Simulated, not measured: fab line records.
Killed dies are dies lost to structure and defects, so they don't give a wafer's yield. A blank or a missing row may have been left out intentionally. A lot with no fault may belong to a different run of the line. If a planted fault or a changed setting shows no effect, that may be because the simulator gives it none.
Chamber matching / flow sky130 / SKY_FIELD_ISO_CMP_27 on cmp-02: 4 sister chambers
The step polishes, stops on Si3N4, t overpolish 16 s, target thk 457.8 nm. 18 wafers are shown with their chamber, then 8 later ones without.

## WAFERS, EACH WITH ITS CHAMBER
wafer=L784.4; chamber=0; motor_current_A (A)=13.1; edge_zone_pressure_frac=0.996; time_to_endpoint_s (s)=115
wafer=L784.5; chamber=2; motor_current_A (A)=12.0; edge_zone_pressure_frac=1.012; time_to_endpoint_s (s)=116
wafer=L784.6; chamber=1; motor_current_A (A)=11.4; edge_zone_pressure_frac=1.001; time_to_endpoint_s (s)=113
wafer=L785.2; chamber=0; motor_current_A (A)=12.7; edge_zone_pressure_frac=1.002; time_to_endpoint_s (s)=112
wafer=L785.5; chamber=2; motor_current_A (A)=11.8; edge_zone_pressure_frac=1.012; time_to_endpoint_s (s)=112
wafer=L785.6; chamber=1; motor_current_A (A)=12.6; edge_zone_pressure_frac=0.997; time_to_endpoint_s (s)=109
wafer=L792.3; chamber=0; motor_current_A (A)=13.4; edge_zone_pressure_frac=1.001; time_to_endpoint_s (s)=113
wafer=L792.6; chamber=3; motor_current_A (A)=13.5; edge_zone_pressure_frac=0.993; time_to_endpoint_s (s)=111
wafer=L797.2; chamber=1; motor_current_A (A)=11.7; edge_zone_pressure_frac=1.006; time_to_endpoint_s (s)=114
wafer=L797.4; chamber=2; motor_current_A (A)=12.8; edge_zone_pressure_frac=0.993; time_to_endpoint_s (s)=110
wafer=L797.5; chamber=0; motor_current_A (A)=13.0; edge_zone_pressure_frac=1.001; time_to_endpoint_s (s)=115
wafer=L799.3; chamber=1; motor_current_A (A)=11.7; edge_zone_pressure_frac=0.996; time_to_endpoint_s (s)=117
wafer=L799.4; chamber=3; motor_current_A (A)=13.1; edge_zone_pressure_frac=0.993; time_to_endpoint_s (s)=114
wafer=L799.6; chamber=0; motor_current_A (A)=12.8; edge_zone_pressure_frac=0.997; time_to_endpoint_s (s)=116
wafer=L800.2; chamber=2; motor_current_A (A)=12.3; edge_zone_pressure_frac=0.998; time_to_endpoint_s (s)=110
wafer=L800.4; chamber=1; motor_current_A (A)=12.4; edge_zone_pressure_frac=0.999; time_to_endpoint_s (s)=112
wafer=L800.6; chamber=0; motor_current_A (A)=13.0; edge_zone_pressure_frac=1.000; time_to_endpoint_s (s)=113
wafer=L802.3; chamber=1; motor_current_A (A)=11.9; edge_zone_pressure_frac=0.994; time_to_endpoint_s (s)=110

SIGNATURES (averages over the wafers above)
reading=motor_current_A; chamber 0=13.000; chamber 1=11.950; chamber 2=12.225; chamber 3=13.300; scatter within a chamber=0.378
reading=edge_zone_pressure_frac; chamber 0=0.99950; chamber 1=0.99883; chamber 2=1.00375; chamber 3=0.99300; scatter within a chamber=0.00538
reading=time_to_endpoint_s; chamber 0=114.00; chamber 1=112.50; chamber 2=112.00; chamber 3=112.50; scatter within a chamber=2.42
Rule: a wafer's distance from a chamber is the root of the sum, over the readings, of the square of ((its reading less the chamber's mean) divided by the reading's scatter). If the next closest chamber is less than 2 further off than the closest, the wafer can't be placed; otherwise it belongs to the closest. The scatter: the root of (the sum of the squares of (reading less its chamber's mean) over the shown wafers, divided by (wafers less chambers)).

## WAFERS MISSING THEIR CHAMBER
wafer=L802.4; motor_current_A (A)=12.1; edge_zone_pressure_frac=0.993; time_to_endpoint_s (s)=109
wafer=L802.5; motor_current_A (A)=12.1; edge_zone_pressure_frac=0.993; time_to_endpoint_s (s)=111
wafer=L803.1; motor_current_A (A)=13.1; edge_zone_pressure_frac=0.996; time_to_endpoint_s (s)=110
wafer=L803.4; motor_current_A (A)=11.1; edge_zone_pressure_frac=0.999; time_to_endpoint_s (s)=113
wafer=L803.6; motor_current_A (A)=12.5; edge_zone_pressure_frac=1.000; time_to_endpoint_s (s)=112
wafer=L806.1; motor_current_A (A)=13.6; edge_zone_pressure_frac=1.003; time_to_endpoint_s (s)=114
wafer=L806.4; motor_current_A (A)=11.5; edge_zone_pressure_frac=1.004; time_to_endpoint_s (s)=115
wafer=L806.6; motor_current_A (A)=12.3; edge_zone_pressure_frac=0.997; time_to_endpoint_s (s)=117

## WHICH CHAMBER EACH ONE RAN IN
wafer=L802.4; from the rows above=can't be placed: 1 or 2 or 0 or 3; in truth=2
wafer=L802.5; from the rows above=can't be placed: 1 or 2 or 0 or 3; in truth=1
wafer=L803.1; from the rows above=can't be placed: 3 or 0 or 2 or 1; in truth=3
wafer=L803.4; from the rows above=can't be placed: 1 or 2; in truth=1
wafer=L803.6; from the rows above=can't be placed: 2 or 1 or 0 or 3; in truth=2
wafer=L806.1; from the rows above=can't be placed: 0 or 3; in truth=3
wafer=L806.4; from the rows above=can't be placed: 1 or 2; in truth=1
wafer=L806.6; from the rows above=can't be placed: 1 or 0 or 2 or 3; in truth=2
0 of 8 placed correctly. Not placeable from these rows: 8 (in 8, the candidates include the true chamber). Wrongly placed: 0.
